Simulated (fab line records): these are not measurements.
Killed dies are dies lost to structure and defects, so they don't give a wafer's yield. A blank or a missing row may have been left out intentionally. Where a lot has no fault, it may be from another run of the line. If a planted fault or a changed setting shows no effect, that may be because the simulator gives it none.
Chamber matching + flow sky130 + rieDiel-03 running SKY_POLY_GATE_ETCH_15: 4 sister chambers
The step etches BARC in N2/H2, stops on SiO2, time 118.5 s, target depth 110 nm. 4 wafers are shown with their chamber, then 7 later ones without.

## WAFERS WITH THEIR CHAMBER
| wafer  | chamber | drypumpMotorCurrentA (A) |
|--------|---------|--------------------------|
| L400.2 | 2       | 6.2                      |
| L400.3 | 0       | 5.6                      |
| L402.1 | 3       | 5.7                      |
| L402.3 | 1       | 6.6                      |

## WAFERS WITHOUT THEIR CHAMBER
| wafer  | drypumpMotorCurrentA (A) |
|--------|--------------------------|
| L402.6 | 5.7                      |
| L405.3 | 5.7                      |
| L405.4 | 6.6                      |
| L405.6 | 6.6                      |
| L406.2 | 5.5                      |
| L406.3 | 6.2                      |
| L406.5 | 5.7                      |

## EACH ONE'S CHAMBER
| wafer  | from the rows above | in truth |
|--------|---------------------|----------|
| L402.6 | 3                   | 3        |
| L405.3 | 3                   | 3        |
| L405.4 | 1                   | 1        |
| L405.6 | 1                   | 1        |
| L406.2 | 0                   | 0        |
| L406.3 | 2                   | 2        |
| L406.5 | 3                   | 3        |
7 of 7 placed correctly. Can't be placed from these rows: 0. 0 placed wrongly.
How it was worked out, from the rows above alone: a wafer's distance from a chamber is the root of the sum, over the readings, of the square of ((its reading less the chamber's mean) divided by the reading's scatter). If the next closest chamber is less than 2 further off than the closest, the wafer can't be placed; otherwise it belongs to the closest. A chamber's mean is the mean of its shown wafers. The scatter: root of mean squared gap, hidden wafer to nearest shown wafer, with one shown wafer a chamber.
